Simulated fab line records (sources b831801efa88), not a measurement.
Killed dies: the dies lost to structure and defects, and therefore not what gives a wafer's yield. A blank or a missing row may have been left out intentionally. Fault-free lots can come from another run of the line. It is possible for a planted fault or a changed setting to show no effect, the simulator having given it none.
Comparing a struck lot with a sound one	flow sky130	16 steps out of a route of 708
Sound: the wafers L130.1, L130.4, L130.6. Struck: wafer L136.3 (L136.1, L136.2, from the same lot, were not struck and are left out); the cause is given at the end.
At each step with rows: each side's tool, then ch and its chambers, then its first start. Under that, the readings that differ: sound wafers	struck wafers	difference of the means	sigmas: that difference in standard deviations of wafers without a fault.
alike: words and numbers the same on both sides, and readings whose means are apart by under 2 such deviations; not compared: readings that were withheld, readings missing a value for some wafer, numbers with overlapping values and no deviation given by the record, and bounds like >300 which may hide the same value.
The two part at a step that has a row with sigmas, a row that says differs or no value, or rows on one side only. Numbers that don't overlap but have no deviation are shown without sigmas and don't part them. Lack of a reading on every wafer of one side parts them only where that side has two or more wafers.

SKY_SD_N_OVL_MEAS_08:
  sound on overlay-01, day 31 11:53; struck on overlay-02, day 33 06:35
  alike: SD_N_OVL
then, 2 steps without rows for these wafers: SKY_SD_N_IMPLANT_09; SKY_SD_N_IMPLANT_10.
SKY_SD_N_STRIP_11: strips in O2/N2.
  sound on plasma_asher-01 ch 0,1, day 31 12:13; struck on plasma_asher-04 ch 1, day 33 06:55
  alike: drypump_motor_current_A, oes_product_au, strip_time_to_endpoint_s
  not compared: rf_hours_counter_h
SKY_SD_N_TW_MEAS_12:
  sound on film_metro-04, day 31 12:19; struck on film_metro-03, day 33 07:01
reading	sound	struck	difference	sigmas
SD_N_TW	4057 4045 4049	3970	-80	-2
then, 1 step without rows for these wafers: SKY_SD_N_CLEAN_13 (cleans in SC1/SC2, time 150 s).
SKY_SD_N_RTA_14: time 2 s.
  sound on rtp_anneal-02 ch 0, day 31 12:25; struck on rtp_anneal-02 ch 0, day 33 07:08
  alike: lamp_power_pct, wafer_temp_C_max
SKY_SD_N_RS_MEAS_16: measurement is done with a four-point probe.
  sound on film_metro-02, day 31 12:39; struck on film_metro-04, day 33 07:18
  alike: SD_N_RS
SKY_SD_N_RS_MEAS_17: measurement is done with a four-point probe.
  sound on film_metro-02, day 31 12:46; struck on film_metro-04, day 33 07:25
reading	sound	struck	difference	sigmas
SD_P_RS (ohm/sq)	146.6 146.4 147.0	147.4	+0.7	+2
SKY_SD_N_RS_MEAS_18: measurement is done with a four-point probe.
  sound on film_metro-02, day 31 12:53; struck on film_metro-04, day 33 07:32
reading	sound	struck	difference	sigmas
RES_XHIGH_RS (ohm/sq)	330.6 332.9 332.6	335.0	+3.0	+2
then, 1 step without rows for these wafers: SKY_SALICIDE_CLEAN_00 (cleans in HF-last, time 30 s).
SKY_LI_CONTACT_HDPCVD_00: deposits PSG, target thk 930 nm, time 155 s.
  sound on hdpcvd-02 ch 0,1, day 31 13:02; struck on hdpcvd-02 ch 1, day 33 07:41
reading	sound	struck	difference	sigmas
run_length_s (s)	183.6 184.6 184.2	196.3	+12.2	+21
model.PSG_of_LI_CONTACT_HDPCVD_00.thk_nm (nm)	915.7 918.7 927.2	990.9	+70.4	
SKY_LI_CONTACT_THK_MEAS_01:
  sound on film_metro-03, day 31 13:08; struck on film_metro-03, day 33 07:47
reading	sound	struck	difference	sigmas
LI_CONTACT_HDPCVD_THK (nm)	915 919 927	992	+72	+7
SKY_LI_CONTACT_CMP_02: polishes PSG.
  sound on cmp-02 ch 1,2,3, day 31 13:11; struck on cmp-01 ch 1, day 33 07:50
  alike: motor_current_A, time_to_endpoint_s
SKY_LI_CONTACT_BOW_MEAS_03:
  sound on film_metro-04, day 31 13:29; struck on film_metro-04, day 33 08:08
  alike: LI_CONTACT_BOW
next, for these wafers, 1 step has no rows: SKY_PAD_OPEN_PROBE_99.

## WHERE THEY PART
Earliest at SKY_SD_N_TW_MEAS_12; latest, in this record, at SKY_LI_CONTACT_THK_MEAS_01. Later steps at which nothing parts them and some readings are alike: SKY_LI_CONTACT_CMP_02, SKY_LI_CONTACT_BOW_MEAS_03.

WHY: the cause the simulator had injected
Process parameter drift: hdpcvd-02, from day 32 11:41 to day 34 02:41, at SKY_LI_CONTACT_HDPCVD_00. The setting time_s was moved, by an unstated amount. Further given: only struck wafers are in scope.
